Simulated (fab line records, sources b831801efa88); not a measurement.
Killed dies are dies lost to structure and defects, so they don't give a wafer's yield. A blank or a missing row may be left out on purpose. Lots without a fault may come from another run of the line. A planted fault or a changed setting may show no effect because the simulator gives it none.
Chamber matching | flow gf180mcu | GF_V5_CMP_26 on cmp-01: 4 sister chambers
The step polishes, stops on SiO2, t overpolish 15 s, target thk 0 nm. 4 wafers are shown with their chamber, then 7 later ones without.

WAFERS WITH THEIR CHAMBER
wafer  | chamber | motor_current_A (A)
L467.6 | 3       | 13.5
L468.4 | 0       | 10.2
L469.3 | 2       | 9.5
L469.4 | 1       | 10.0

WAFERS WITHOUT THEIR CHAMBER
wafer  | motor_current_A (A)
L469.6 | 9.3
L471.1 | 10.4
L471.2 | 10.4
L471.3 | 9.2
L472.2 | 13.7
L472.4 | 10.5
L472.5 | 8.9

WHICH CHAMBER EACH WENT THROUGH
wafer  | from the rows above     | in truth
L469.6 | can't be placed: 2 or 1 | 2
L471.1 | can't be placed: 0 or 1 | 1
L471.2 | can't be placed: 0 or 1 | 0
L471.3 | can't be placed: 2 or 1 | 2
L472.2 | 3                       | 3
L472.4 | can't be placed: 0 or 1 | 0
L472.5 | can't be placed: 2 or 1 | 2
Placed correctly: 1 of 7. Can't be placed from these rows: 6 (the true chamber is among the candidates in 6). Placed wrongly: 0.
How it was worked out, from the rows above alone: a wafer's distance from a chamber is the root of the sum, over the readings, of the square of ((its reading less the chamber's mean) divided by the reading's scatter). The wafer belongs to the nearest chamber; if the next one is less than 2 further off, it can't be placed. A chamber's mean is the mean of its shown wafers. The scatter: with one shown wafer a chamber, the root of the mean of the squares of how far each hidden wafer lies from its nearest shown one.
